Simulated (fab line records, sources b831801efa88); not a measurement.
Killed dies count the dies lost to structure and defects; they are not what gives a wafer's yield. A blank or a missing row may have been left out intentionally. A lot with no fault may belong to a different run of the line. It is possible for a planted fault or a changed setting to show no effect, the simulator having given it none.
fab line records -- flow sky130
[record] lots = 6, wafers = 17, lastDay = 50
route steps=708 shown METAL5@664 PASSIVATION@681 PAD_OPEN@694
lots with no fault: from the same line, run without faults
startH: hours from the record's opening day to when the first of the lot's shown wafers began -- waitH: hours elapsed since this lot's preceding step -- " unchanged from the row above -- L1.1+2: a row that stands for several wafers -- - no value, or no start given -- * or withheld: withheld -- < > ~ a bound
route shown NAME@n: NAME is a module with steps in the file, n the number in the route of the first one -- usual: average and standard deviation across the fault-free wafers -- same: alike in all rows -- chamber/n: place in a boat -- sites: per-site readings -- _std_site: how widely they spread, as a standard deviation -- _edge_site: inner sites' mean taken away from outer sites' mean -- radiusMm: for every site, how far away it sits from the centre of the wafer -- mask NAME#n: copy n -- behind: tool/chamber where the wafer was last shaped -- hold: what put the lot on hold/how long, in hours/how the hold closed -- device: the n, p or np transistor that did not switch -- end of line: the same wafers' tests at the end of the route -- a step given without rows: its recipe and nothing more -- killed: at the first sort, the dies lost to defects and structure; wafer yield is something else -- map: a wafer's dies, marking killed ones x, the rest . and places with no die _
set.NAME: setting as actually run; set.NAME@STEP: the setting as run at that earlier step -- model.NAME: the simulator's own value behind a step, which no gauge read
certain route steps with their lots: each step a table, each wafer a row
services: from which hour (startH, from the record's first day; less than 0 if before it) a tool's chamber was out of use, for how many hours, and why
[[steps]]
[step SKY_METAL5_SPUTTER_03]
[recipe] material = Ti, targetThkNm = 5, powerW = 3000, timeS = 3.3, chamberPressurePa = 0.4
[step SKY_METAL5_SPUTTER_04]
[recipe] material = TiN, targetThkNm = 70, powerW = 6500, timeS = 58.3, chamberPressurePa = 0.4
[usual] chamberPressurePa = 0.4000/0.00077, throttleValvePct = 30.3/1.1
[same] timeS = 58.3
lot.wafer,tool,chamber,startH,waitH,chamberPressurePa,throttleValvePct
L642.3,pvdSputter-01,-,1058.60,0.0,0.3991,30.7
L642.4,pvdSputter-01,-,1058.60,0.0,0.4010,29.4
L642.6,pvdSputter-01,-,1058.60,0.0,0.3998,30.7
L644.1,pvdSputter-01,-,1066.97,0.0,0.4007,31.1
L644.4,pvdSputter-01,-,1066.97,0.0,0.3978,30.6
L644.6,pvdSputter-01,-,1066.97,0.0,0.4003,30.9
L652.2,pvdSputter-01,-,1116.00,0.0,0.3998,30.4
L652.3,pvdSputter-01,-,1116.00,0.0,0.4002,31.0
L652.4,pvdSputter-01,-,1116.00,0.0,0.4011,29.7
L653.2,pvdSputter-02,-,1116.84,0.0,0.4013,31.2
L653.5,pvdSputter-02,-,1116.84,0.0,0.3995,29.8
L655.2,pvdSputter-04,-,1128.76,0.0,0.4008,29.0
L655.4,pvdSputter-04,-,1128.76,0.0,0.3993,31.7
L655.5,pvdSputter-04,-,1128.76,0.0,0.4006,29.4
L656.2,pvdSputter-04,-,1136.09,0.0,0.4006,32.7
L656.3,pvdSputter-04,-,1136.09,0.0,0.3996,31.5
L656.6,pvdSputter-04,-,1136.09,0.0,0.3995,28.9
[step SKY_METAL5_RS_MEAS_05]
[recipe] thkMeasGauge = four-point-probe, reads = TiN_of_METAL5_SPUTTER_04+Ti_of_METAL5_SPUTTER_03+AlCu_of_METAL5_SPUTTER_02+TiN_of_METAL5_SPUTTER_01+Ti_of_METAL5_SPUTTER_00
[usual] METAL5_ALCU_RS = 0.0270/0.00034
lot.wafer,tool,chamber,startH,waitH,METAL5_ALCU_RS[ohm/sq]
L642.3,filmMetro-02,-,1058.69,0.1,0.0271
L642.4,filmMetro-02,-,1058.69,0.1,0.0269
L642.6,filmMetro-02,-,1058.69,0.1,0.0270
L644.1,filmMetro-02,-,1067.02,0.0,0.0270
L644.4,filmMetro-02,-,1067.02,0.0,0.0273
L644.6,filmMetro-02,-,1067.02,0.0,0.0269
L652.2,filmMetro-02,-,1116.07,0.0,0.0268
L652.3,filmMetro-02,-,1116.07,0.0,0.0269
L652.4,filmMetro-02,-,1116.07,0.0,0.0267
L653.2,filmMetro-02,-,1116.90,0.0,0.0269
L653.5,filmMetro-02,-,1116.90,0.0,0.0267
L655.2,filmMetro-03,-,1128.83,0.0,0.0267
L655.4,filmMetro-03,-,1128.83,0.0,0.0265
L655.5,filmMetro-03,-,1128.83,0.0,0.0264
L656.2,filmMetro-01,-,1136.16,0.0,0.0266
L656.3,filmMetro-01,-,1136.16,0.0,0.0265
L656.6,filmMetro-01,-,1136.16,0.0,0.0266
[step SKY_METAL5_THK_MEAS_06]
[recipe] thkMeasGauge = xrf, reads = AlCu_of_METAL5_SPUTTER_02
[usual] METAL5_ALCU_THK = 1149/15
lot.wafer,tool,chamber,startH,waitH,METAL5_ALCU_THK[nm]
L642.3,filmMetro-02,-,1058.79,0.1,1140
L642.4,filmMetro-02,-,1058.79,0.1,1157
L642.6,filmMetro-02,-,1058.79,0.1,1148
L644.1,filmMetro-02,-,1067.14,0.1,1151
L644.4,filmMetro-02,-,1067.14,0.1,1137
L644.6,filmMetro-02,-,1067.14,0.1,1159
L652.2,filmMetro-02,-,1116.18,0.1,1163
L652.3,filmMetro-02,-,1116.18,0.1,1158
L652.4,filmMetro-02,-,1116.18,0.1,1164
L653.2,filmMetro-02,-,1117.01,0.1,1155
L653.5,filmMetro-02,-,1117.01,0.1,1164
L655.2,filmMetro-03,-,1128.94,0.1,1153
L655.4,filmMetro-03,-,1128.94,0.1,1166
L655.5,filmMetro-03,-,1128.94,0.1,1161
L656.2,filmMetro-01,-,1136.27,0.1,1177
L656.3,filmMetro-01,-,1136.27,0.1,1177
L656.6,filmMetro-01,-,1136.27,0.1,1172
[step SKY_METAL5_DEHYDRATE_07]
[recipe] tempC = 200, timeS = 60
[step SKY_METAL5_HMDS_08]
[recipe] primeTimeS = 60, primeTempC = 120
[step SKY_METAL5_COAT_09]
[recipe] resist = NOVOLAK, spinRpm = 3000, resistThkNm = 1800
[step SKY_METAL5_SOFTBAKE_10]
[recipe] tempC = 90, timeS = 60, resist = NOVOLAK
[step SKY_METAL5_EXPOSE_11]
[recipe] maskId = MM5, na = 0.6, sourceShape = conventional, sigmaOuter = 0.6, polarization = unpolarized, targetCdNm = 1600, doseMj = 190
[step SKY_METAL5_PEB_12]
[recipe] tempC = withheld, timeS = *, resist = NOVOLAK
[step SKY_METAL5_DEVELOP_13]
[recipe] resist = NOVOLAK, developer = TMAH, developTimeS = 60, devTempC = 23
[step SKY_METAL5_DESCUM_14]
[recipe] chemistry = O2, sourcePowerW = 150, biasPowerW = 0, pressureMtorr = 10, tempC = 40, timeS = 11
[step SKY_METAL5_METAL_ETCH_15]
[recipe] targetDepthA = 12600, stopOn = SiO2, overEtchFrac = 0.2, timeS = 252, chemistry = Cl2/BCl3, resistSidewallDeg = 86, pressureMtorr = 10, icpW = 900, biasW = 48.5, Cl2_flow_sccm = 60, bcl3FlowSccm = 30
[usual] drypumpMotorCurrentA = 5.6/0.4, mfcCl2Sccm = 60.01/0.16, oesProductAu = 0.894/0.0052, throttleValvePct = 22.265/0.0084
[same] timeS = 252
lot.wafer,tool,chamber,startH,waitH,drypumpMotorCurrentA,mfcCl2Sccm,oesProductAu,rfHoursCounterH,throttleValvePct
L642.3,rieMetal-03,1,1079.45,0.2,4.8,60.15,0.901,-,22.259
L642.4,rieMetal-03,1,1079.45,0.2,4.8,60.08,0.893,-,22.270
L642.6,rieMetal-03,1,1079.45,0.2,4.8,60.12,0.892,-,22.261
L644.1,rieMetal-04,1,1087.21,0.0,5.8,59.93,0.909,21,22.261
L644.4,rieMetal-04,1,1087.21,0.0,5.8,59.99,0.889,-,22.266
L644.6,rieMetal-04,0,1087.21,0.0,6.0,60.26,0.890,-,22.258
L652.2,rieMetal-04,0,1135.33,0.0,6.0,59.79,0.891,17,22.255
L652.3,rieMetal-04,0,1135.33,0.0,5.9,60.11,0.894,-,22.268
L652.4,rieMetal-04,1,1135.33,0.0,5.8,60.03,0.897,-,22.262
L653.2,rieMetal-04,1,1135.81,0.0,5.8,60.26,0.893,25,22.267
L653.5,rieMetal-04,1,1135.81,0.0,5.8,60.07,0.900,-,22.253
L655.2,rieMetal-02,0,1147.43,0.0,5.4,59.91,0.896,27,22.287
L655.4,rieMetal-02,0,1147.43,0.0,5.4,60.03,0.899,-,22.270
L655.5,rieMetal-02,1,1147.43,0.0,5.7,59.72,0.898,-,22.256
L656.2,rieMetal-02,0,1154.68,0.0,5.4,60.10,0.897,27,22.263
L656.3,rieMetal-02,0,1154.68,0.0,5.4,60.09,0.890,-,22.271
L656.6,rieMetal-02,1,1154.68,0.0,5.7,59.82,0.894,-,22.263
[step SKY_METAL5_STRIP_16]
[recipe] chemistry = O2/N2, powerW = 1400, pressureMtorr = 1500, platenTempC = withheld, o2FlowSccm = 3000, n2FlowSccm = 300, overashFraction = 0.5
[usual] drypumpMotorCurrentA = 5.8/0.6, oesProductAu = 0.711/0.0046, stripTimeToEndpointS = 13.08/0.078
lot.wafer,tool,chamber,startH,waitH,drypumpMotorCurrentA,oesProductAu,rfHoursCounterH,stripTimeToEndpointS
L642.3,plasmaAsher-03,1,1079.80,0.3,5.7,0.715,-,13.13
L642.4,plasmaAsher-03,0,1079.80,0.3,4.9,0.707,-,13.00
L642.6,plasmaAsher-03,1,1079.80,0.3,5.7,0.709,-,12.97
L644.1,plasmaAsher-03,1,1087.44,0.2,5.7,0.715,36,13.15
L644.4,plasmaAsher-03,1,1087.44,0.2,5.7,0.714,-,13.13
L644.6,plasmaAsher-03,1,1087.44,0.2,5.7,0.713,-,13.09
L652.2,plasmaAsher-04,0,1135.56,0.2,5.4,0.707,98,13.00
L652.3,plasmaAsher-04,0,1135.56,0.2,5.4,0.716,-,13.07
L652.4,plasmaAsher-04,1,1135.56,0.2,5.8,0.711,-,13.07
L653.2,plasmaAsher-01,0,1136.04,0.2,6.6,0.711,7,12.92
L653.5,plasmaAsher-01,0,1136.04,0.2,6.5,0.709,-,13.02
L655.2,plasmaAsher-01,0,1147.67,0.2,6.6,0.713,8,13.04
L655.4,plasmaAsher-01,0,1147.67,0.2,6.6,0.715,-,12.97
L655.5,plasmaAsher-01,1,1147.67,0.2,6.1,0.709,-,13.06
L656.2,plasmaAsher-04,0,1154.91,0.2,5.4,0.709,100,13.07
L656.3,plasmaAsher-04,0,1154.91,0.2,5.4,0.709,-,13.11
L656.6,plasmaAsher-04,1,1154.91,0.2,5.8,0.721,-,13.09
[step SKY_METAL5_STRIP_17]
[recipe] chemistry = postEtchResidueRemover, timeS = 1200, tempC = 72.5
[step SKY_METAL5_CLEAN_18]
[recipe] chemistry = IPA, timeS = 180, tempC = 25
[step SKY_METAL5_CLEAN_19]
[recipe] chemistry = O3/DIW, dry = n2Spin
[step SKY_PASSIVATION_CVD_00]
[recipe] material = SiO2, targetThkNm = 90, tempC = 400, timeS = withheld, rfW = 600
[step SKY_PASSIVATION_THK_MEAS_01]
[recipe] reads = SiO2_of_PASSIVATION_CVD_00
[usual] PASSIVATION_CVD_00_THK = 90.1/1.2
lot.wafer,tool,chamber,startH,waitH,PASSIVATION_CVD_00_THK[nm]
L642.3,filmMetro-02,-,1080.40,-,87.9
L642.4,filmMetro-02,-,1080.40,-,90.7
L642.6,filmMetro-02,-,1080.40,-,90.4
L644.1,filmMetro-02,-,1088.06,-,87.6
L644.4,filmMetro-02,-,1088.06,-,89.2
L644.6,filmMetro-02,-,1088.06,-,90.2
L652.2,filmMetro-04,-,1136.25,-,90.8
L652.3,filmMetro-04,-,1136.25,-,91.5
L652.4,filmMetro-04,-,1136.25,-,90.3
L653.2,filmMetro-02,-,1136.75,-,90.4
L653.5,filmMetro-02,-,1136.75,-,91.2
L655.2,filmMetro-04,-,1148.30,-,89.2
L655.4,filmMetro-04,-,1148.30,-,91.4
L655.5,filmMetro-04,-,1148.30,-,90.7
L656.2,filmMetro-02,-,1155.61,-,90.3
L656.3,filmMetro-02,-,1155.61,-,89.8
L656.6,filmMetro-02,-,1155.61,-,91.0
[step SKY_PASSIVATION_CVD_02]
[recipe] material = Si3N4, targetThkNm = 540, tempC = 400, timeS = withheld, rfW = 450
[usual] heaterPowerW = 688/87, susceptorTempC = 400.00/0.24
lot.wafer,tool,chamber,startH,waitH,heaterPowerW,susceptorTempC
L642.3,pecvd-01,2,1080.44,0.0,705,400.10
L642.4,pecvd-01,1,1080.44,0.0,720,400.04
L642.6,pecvd-01,2,1080.44,0.0,594,400.17
L644.1,pecvd-02,2,1088.12,0.1,695,400.17
L644.4,pecvd-02,2,1088.12,0.1,739,400.15
L644.6,pecvd-02,0,1088.12,0.1,791,399.63
L652.2,pecvd-01,1,1136.30,0.0,725,399.66
L652.3,pecvd-01,0,1136.30,0.0,658,399.97
L652.4,pecvd-01,0,1136.30,0.0,677,400.02
L653.2,pecvd-02,2,1136.80,0.0,754,400.64
L653.5,pecvd-02,2,1136.80,0.0,588,400.29
L655.2,pecvd-02,0,1148.35,0.0,819,400.10
L655.4,pecvd-02,2,1148.35,0.0,717,400.08
L655.5,pecvd-02,0,1148.35,0.0,839,400.11
L656.2,pecvd-01,0,1155.66,0.0,656,399.81
L656.3,pecvd-01,2,1155.66,0.0,643,399.86
L656.6,pecvd-01,1,1155.66,0.0,791,399.84
[step SKY_PASSIVATION_THK_MEAS_03]
[recipe] reads = Si3N4_of_PASSIVATION_CVD_02
[usual] PASSIVATION_CVD_02_THK = 541/6.1
lot.wafer,tool,chamber,startH,waitH,PASSIVATION_CVD_02_THK[nm]
L642.3,filmMetro-02,-,1080.68,-,533
L642.4,filmMetro-02,-,1080.68,-,541
L642.6,filmMetro-02,-,1080.68,-,540
L644.1,filmMetro-01,-,1088.34,-,545
L644.4,filmMetro-01,-,1088.34,-,544
L644.6,filmMetro-01,-,1088.34,-,548
L652.2,filmMetro-02,-,1136.53,-,546
L652.3,filmMetro-02,-,1136.53,-,541
L652.4,filmMetro-02,-,1136.53,-,547
L653.2,filmMetro-01,-,1137.03,-,542
L653.5,filmMetro-01,-,1137.03,-,550
L655.2,filmMetro-02,-,1148.58,-,538
L655.4,filmMetro-02,-,1148.58,-,546
L655.5,filmMetro-02,-,1148.58,-,547
L656.2,filmMetro-02,-,1155.90,-,533
L656.3,filmMetro-02,-,1155.90,-,538
L656.6,filmMetro-02,-,1155.90,-,550
[step SKY_PASSIVATION_DEHYDRATE_04]
[recipe] tempC = 200, timeS = 60
[step SKY_PASSIVATION_HMDS_05]
[recipe] primeTimeS = 60, primeTempC = 120
[step SKY_PASSIVATION_COAT_06]
[recipe] spinRpm = 2000, resistThkNm = 3000
[step SKY_PASSIVATION_SOFTBAKE_07]
[recipe] tempC = 110, timeS = withheld
[step SKY_PASSIVATION_EXPOSE_08]
[recipe] maskId = NSM, targetCdNm = 3000, na = 0.57, doseMj = 260
[step SKY_PASSIVATION_PEB_09]
[recipe] tempC = 115, timeS = withheld
[step SKY_PASSIVATION_DEVELOP_10]
[recipe] developTimeS = 60, devTempC = 23
[step SKY_PASSIVATION_ETCH_11]
[recipe] chemistry = CF4/O2, targetDepthNm = 725, stopOn = AlCu, sourceW = 800, biasW = 150, pressureMtorr = 150, cf4FlowSccm = 80, O2_flow_sccm = 10, timeS = 161.1
[usual] cf4FlowSccm = 79.99/0.24, drypumpMotorCurrentA = 5.74/0.24, oesProductAu = 0.978/0.0061, throttleValvePct = 5.966/0.0091
[same] timeS = 161.1
lot.wafer,tool,chamber,startH,waitH,cf4FlowSccm,drypumpMotorCurrentA,oesProductAu,rfHoursCounterH,throttleValvePct
L642.3,rieDiel-01,3,1101.59,-,80.27,5.40,0.971,15,5.961
L642.4,rieDiel-01,2,1101.59,-,80.33,6.13,0.972,19,5.957
L642.6,rieDiel-01,0,1101.59,-,80.16,5.94,0.978,-,5.984
L644.1,rieDiel-01,0,1107.79,-,80.10,5.90,0.974,18,5.981
L644.4,rieDiel-01,1,1107.79,-,79.87,5.77,0.974,13,5.963
L644.6,rieDiel-01,0,1107.79,-,79.84,5.91,0.981,-,5.971
L652.2,rieDiel-03,3,1154.25,-,80.06,5.60,0.983,14,5.983
L652.3,rieDiel-03,0,1154.25,-,79.84,6.01,0.985,16,5.973
L652.4,rieDiel-03,2,1154.25,-,79.83,5.66,0.980,6,5.970
L653.2,rieDiel-03,1,1155.08,-,79.73,5.65,0.979,23,5.967
L653.5,rieDiel-03,2,1155.08,-,79.96,5.65,0.991,-,5.971
L655.2,rieDiel-01,3,1165.84,-,80.33,5.40,0.978,17,5.969
L655.4,rieDiel-01,1,1165.84,-,79.79,5.82,0.982,16,5.953
L655.5,rieDiel-01,0,1165.84,-,80.47,5.92,0.981,-,5.960
L656.2,rieDiel-03,2,1172.80,-,80.08,5.64,0.967,6,5.963
L656.3,rieDiel-03,3,1172.80,-,79.92,5.56,0.983,15,5.961
L656.6,rieDiel-03,2,1172.80,-,79.61,5.63,0.984,-,5.985
[step SKY_PASSIVATION_STRIP_12]
[recipe] chemistry = O2/N2, powerW = 1400, pressureMtorr = 1500, platenTempC = withheld, overashFraction = 0.7, o2FlowSccm = 3000, n2FlowSccm = 300
[usual] drypumpMotorCurrentA = 5.9/0.35, oesProductAu = 0.661/0.0047, stripTimeToEndpointS = 31.60/0.12
lot.wafer,tool,chamber,startH,waitH,drypumpMotorCurrentA,oesProductAu,rfHoursCounterH,stripTimeToEndpointS
L642.3,plasmaAsher-01,0,1101.73,0.1,6.5,0.665,-,31.35
L642.4,plasmaAsher-01,1,1101.73,0.1,6.1,0.660,-,31.74
L642.6,plasmaAsher-01,0,1101.73,0.1,6.6,0.660,-,31.76
L644.1,plasmaAsher-01,0,1107.90,0.1,6.5,0.661,4,31.74
L644.4,plasmaAsher-01,1,1107.90,0.1,6.1,0.656,-,31.77
L644.6,plasmaAsher-01,1,1107.90,0.1,6.1,0.661,-,31.59
L652.2,plasmaAsher-01,0,1154.36,0.1,6.6,0.656,9,31.42
L652.3,plasmaAsher-01,0,1154.36,0.1,6.6,0.667,-,31.44
L652.4,plasmaAsher-01,1,1154.36,0.1,6.1,0.666,-,31.48
L653.2,plasmaAsher-02,0,1155.18,0.1,6.1,0.664,70,31.64
L653.5,plasmaAsher-02,1,1155.18,0.1,5.8,0.670,-,31.44
L655.2,plasmaAsher-02,1,1165.95,0.1,5.8,0.663,70,31.66
L655.4,plasmaAsher-02,1,1165.95,0.1,5.7,0.665,-,31.67
L655.5,plasmaAsher-02,0,1165.95,0.1,6.1,0.660,-,31.85
L656.2,plasmaAsher-04,0,1172.91,0.1,5.4,0.660,102,31.63
L656.3,plasmaAsher-04,0,1172.91,0.1,5.4,0.657,-,31.64
L656.6,plasmaAsher-04,0,1172.91,0.1,5.4,0.665,-,31.50
[step SKY_PAD_OPEN_DEHYDRATE_00]
[recipe] tempC = 200, timeS = 60
[step SKY_PAD_OPEN_HMDS_01]
[recipe] primeTimeS = 60, primeTempC = 120
[step SKY_PAD_OPEN_COAT_02]
[recipe] spinRpm = 2000, resistThkNm = 3000
[step SKY_PAD_OPEN_SOFTBAKE_03]
[recipe] tempC = 110, timeS = withheld
[step SKY_PAD_OPEN_EXPOSE_04]
[recipe] maskId = PDM, targetCdNm = 60000, na = 0.57, doseMj = 260
[step SKY_PAD_OPEN_PEB_05]
[recipe] tempC = 115, timeS = withheld
[step SKY_PAD_OPEN_DEVELOP_06]
[recipe] developTimeS = 60, devTempC = 23
[step SKY_PAD_OPEN_ETCH_07]
[recipe] chemistry = CF4/O2, targetDepthNm = 725, stopOn = AlCu, sourceW = 800, biasW = 150, pressureMtorr = 150, cf4FlowSccm = 80, O2_flow_sccm = 10, timeS = 161.1
[step SKY_PAD_OPEN_STRIP_08]
[recipe] chemistry = O2/N2, powerW = 1400, pressureMtorr = 1500, platenTempC = withheld, overashFraction = 0.7, o2FlowSccm = 3000, n2FlowSccm = 300
[step SKY_PAD_OPEN_STRIP_09]
[recipe] chemistry = postEtchResidueRemover, timeS = 1200, tempC = 72.5
[step SKY_PAD_OPEN_CLEAN_10]
[recipe] chemistry = IPA, timeS = 180, tempC = 25
[step SKY_PAD_OPEN_CLEAN_11]
[recipe] chemistry = O3/DIW, dry = n2Spin
[step SKY_PAD_OPEN_PROBE_99]
[usual] killed_at_M0_to_M3 = 43/6.5, killed_at_M4_up = 3.2/1.8, killedAtContacts = 24/5.2, killedAtFrontEnd = 15/4, killedAtOther = 0.4/0.69, killedDies = 86/8.7, killedOpen = 47/7, killedShort = 39/5.7
[same] grossDies = 492, killedAtBackSide = 0
lot.wafer,tool,chamber,startH,waitH,killed_at_M0_to_M3,killed_at_M4_up,killedAtContacts,killedAtFrontEnd,killedAtOther,killedDies,killedOpen,killedShort
L652.4,prober-01,-,1174.11,0.2,38,16,19,17,0,90,46,29
L653.2,prober-02,-,1174.62,0.1,43,19,19,16,0,97,41,43
L653.5,prober-02,-,1174.77,0.2,52,19,23,16,0,110,58,38
L655.2,prober-02,-,1184.56,0.1,42,3,26,19,2,92,52,39
L655.4,prober-02,-,1184.66,0.2,53,3,20,12,1,89,57,32
L655.5,prober-02,-,1184.71,0.2,48,4,30,19,0,101,50,51
// killed by level:class
L652.4 METAL5:unspecified=15 VIA1:geometricParticle:open=10 FIELD_ISO:geometricParticle:open=7 CONTACT:geometricParticle:open=7 POLY_GATE:geometricParticle:open=6 VIA1:geometricParticle:short=5 METAL2:geometricParticle:short=5 VIA2:geometricParticle:open=5
L653.2 METAL5:unspecified=13 VIA2:geometricParticle:open=12 POLY_GATE:geometricParticle:open=7 METAL1:geometricParticle:short=7 CONTACT:geometricParticle:open=6 LI_CONTACT:geometricParticle:short=5 VIA1:geometricParticle:short=5 VIA3:geometricParticle:short=5
L653.5 METAL5:unspecified=14 VIA1:geometricParticle:open=12 VIA2:geometricParticle:open=12 CONTACT:geometricParticle:open=9 VIA1:geometricParticle:short=7 VIA3:geometricParticle:open=6 METAL2:geometricParticle:short=6 POLY_GATE:geometricParticle:open=5
L655.2 LI_CONTACT:geometricParticle:open=10 VIA1:geometricParticle:open=8 VIA2:geometricParticle:open=8 FIELD_ISO:geometricParticle:open=6 CONTACT:geometricParticle:short=6 VIA1:geometricParticle:short=6 FIELD_ISO:geometricParticle:short=5 CONTACT:geometricParticle:open=5
L655.4 VIA2:geometricParticle:open=12 VIA3:geometricParticle:open=10 METAL1:geometricParticle:short=8 VIA1:geometricParticle:open=8 LI_CONTACT:geometricParticle:open=7 CONTACT:geometricParticle:open=7 POLY_GATE:geometricParticle:open=4 METAL1:geometricParticle:open=3
L655.5 CONTACT:geometricParticle:open=15 VIA3:geometricParticle:open=12 POLY_GATE:geometricParticle:open=6 METAL2:geometricParticle:short=6 METAL3:geometricParticle:short=6 VIA1:geometricParticle:short=5 POLY_GATE:geometricParticle:short=5 LI_CONTACT:geometricParticle:open=5
// map L652.4 (x killed, . not)
__________.x.xxxxxxx_________
________.x...x.xxxxx.._______
______..x..x...xx...x.x._____
_____............xx.....x____
____..x...................___
___...xx............x......__
__.xx.............x.....x..x_
_.......x..x....x.x....x.....
_......x............x.x...x..
_...x.x.....x.x...x..........
_.........x.......xx.........
_.x..x.xx....x....x..x.......
_..x.x....x.x............x.xx
_..x..xx........x...x........
_...x..x.....................
__.x.........x.............x_
___x..........x.x.x...xx.x.__
____....x...x...........x.___
_____.x.........x..x.....____
______...........x......_____
________..x..x........_______
__________.........._________
// map L653.5 (x killed, . not)
__________x.xxxxxxxx_________
________x...x.xxxxx..x_______
______.x.x...x..xx......_____
_____x......x.xx.x.x..x..____
____.....x.........x......___
___.xx.......x.x.......xxx.__
__.x.........x.............._
_..x..xxx....x........xx....x
_xx.......x........x..x...x..
_...x.....x.x...x.........x..
_.x..........x......x....x...
_.x....x....x.xx.x..........x
_xx............x......x......
_..x.........xx...x.x....x...
_x.x..........x...x.......x.x
__....x..x.x................_
___.x......x.x.....x.......__
____.x...x.x...xxxx.......___
_____.........xxx....x...____
______....x.....x......._____
________.x........x.x._______
__________........x._________
[[services]]
tool,chamber,startH,hours,kind
plasmaAsher-02,-,1037.32,2.9,repair
rieDiel-03,3,1046.63,5.5,repair
rieDiel-03,0,1049.87,6.1,repair
plasmaAsher-01,-,1051.87,19.1,repair
pecvd-01,2,1057.92,2.1,scheduledDown
pecvd-02,-,1058.82,5.5,pm
plasmaAsher-01,-,1070.98,9.0,pm
plasmaAsher-01,0,1070.98,9.0,ventCycle
plasmaAsher-01,1,1070.98,9.0,ventCycle
plasmaAsher-01,0,1079.98,-,clean
plasmaAsher-01,1,1079.98,-,clean
plasmaAsher-02,-,1081.84,28.1,pm
pvdSputter-02,-,1083.33,6.2,repair
plasmaAsher-01,-,1092.00,2.8,pm
pecvd-02,2,1098.24,3.4,repair
pvdSputter-01,-,1101.55,2.7,repair
rieDiel-01,-,1120.29,1.4,repair
rieDiel-03,-,1125.18,0.7,repair
rieDiel-01,-,1126.77,0.8,repair
plasmaAsher-02,-,1135.33,5.1,repair
rieMetal-04,1,1138.82,21.9,repair
pecvd-01,-,1165.52,3.1,repair
rieDiel-01,0,1168.76,6.4,repair
pvdSputter-01,-,1170.26,3.1,repair
[[key]]
[firstSign] step = SKY_PAD_OPEN_PROBE_99, reading = killed_at_M4_up, direction = up, sigmas = 8.2, usual = 3.2, struck = 18
effect none on later readings
metAt SKY_METAL5_METAL_ETCH_15
struckWafers L652.4,L653.2,L653.5
testerLeftOut L653
onsetBetween 1087.21 1135.33
[earlierFault] kind = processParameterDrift, tool = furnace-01, chamber = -, onsetH = 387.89, steps = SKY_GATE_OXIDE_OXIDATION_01, channel = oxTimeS, offset = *, shape = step, endH = 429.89, actsIn = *, stated = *
[fault] kind = chamberParticleSource, tool = rieMetal-04, chamber = 1, onsetH = 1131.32, steps = SKY_METAL5_METAL_ETCH_15, ratePerVisitCm2 = 0.4611, endH = 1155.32
// testerLeftOut: of these lots the tester's yield and bins aren't shown, on N5 and GAA mostly nor the transistor test; their killed dies are dies lost to structure and defects alone, not to doping, threshold or leakage, so they don't give the yield
